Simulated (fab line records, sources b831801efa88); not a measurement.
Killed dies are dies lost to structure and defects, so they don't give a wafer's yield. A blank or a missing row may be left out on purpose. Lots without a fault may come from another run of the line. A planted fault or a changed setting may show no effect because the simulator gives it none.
Problem report in the 8D (eight disciplines) form, filled by code | flow gf180mcu | the parts of the form that need people (team, actions taken, sign-off) are left out

1. THE PROBLEM
chamber_o2_ppm at GF_SALICIDE_RTA_08 reads a mean of 302.003 on 9 wafers of 3 lots; wafers without a fault read 1.997 with a standard deviation of 0.022. That is +99 or more standard deviations from the usual mean.
The step: time 30 s.
First seen on wafer L582.1, day 18 19:40, on rtp_anneal-01. The record holds 21 wafers of 7 lots with a number at this step. Rule for "out", or "out of limits": more than 4 standard deviations from the usual mean. The other wafers with a number count as sound.

2. WHAT IT IS AND WHAT IT IS NOT
question                    | is                     | is not
which readings at this step | chamber_o2_ppm         | anneal_temp_c_max, lamp_power_pct
which lots                  | L582, L583, L584       | L574, L593, L594, L595
which wafers of those lots  | all that have a number | -
read on which tools         | rtp_anneal-01          | rtp_anneal-02
when                        | from day 18 19:40      | up to then (3 sound wafers); but 9 sound wafers of L593, L594, L595 came after

3. SUSPECTS, AND WHAT RULES EACH OUT
Counting: a tool at a process step up to the reading stays a suspect if it ran every lot that is out and no sound lot after the first of them.
- rtp_anneal-02 at GF_SALICIDE_RTA_06 (time 30 s): ruled out as a lasting fault. Sound lots L594 ran on it after its first lot that is out, L582 (day 18 19:28).
- rtp_anneal-01 at GF_SALICIDE_RTA_08 (time 30 s): ruled out as a lasting fault. Sound lots L594 ran on it after its first lot that is out, L582 (day 18 19:40).
Left after counting: nothing in the record.

4. THE CAUSE (what the simulator had put in)
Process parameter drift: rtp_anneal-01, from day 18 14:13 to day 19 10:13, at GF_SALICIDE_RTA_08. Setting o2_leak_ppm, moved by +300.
Counting ruled it out, wrongly.

5. THE CHAIN OF EFFECTS, in route order
Each row: a reading whose mean over the struck wafers that have a number lies more than 3 standard deviations from the usual. Only readings for which the record gives a usual standard deviation are gone through. hours: the time from each lot's start at the first step in this table that gives one to its start at this step, as a median over the lots. sigmas: the change in usual standard deviations.
hours | step               | reading        | usual | on struck wafers | change   | sigmas
0     | GF_SALICIDE_RTA_08 | chamber_o2_ppm | 1.997 | 302.003          | +300.006 | +99 or more
The process steps in it:
- GF_SALICIDE_RTA_08: time 30 s.

6. WHAT WOULD HAVE CAUGHT IT SOONER
In this record the first reading out of limits was taken at day 18 19:40, 5 hours after the fault began at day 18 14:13.
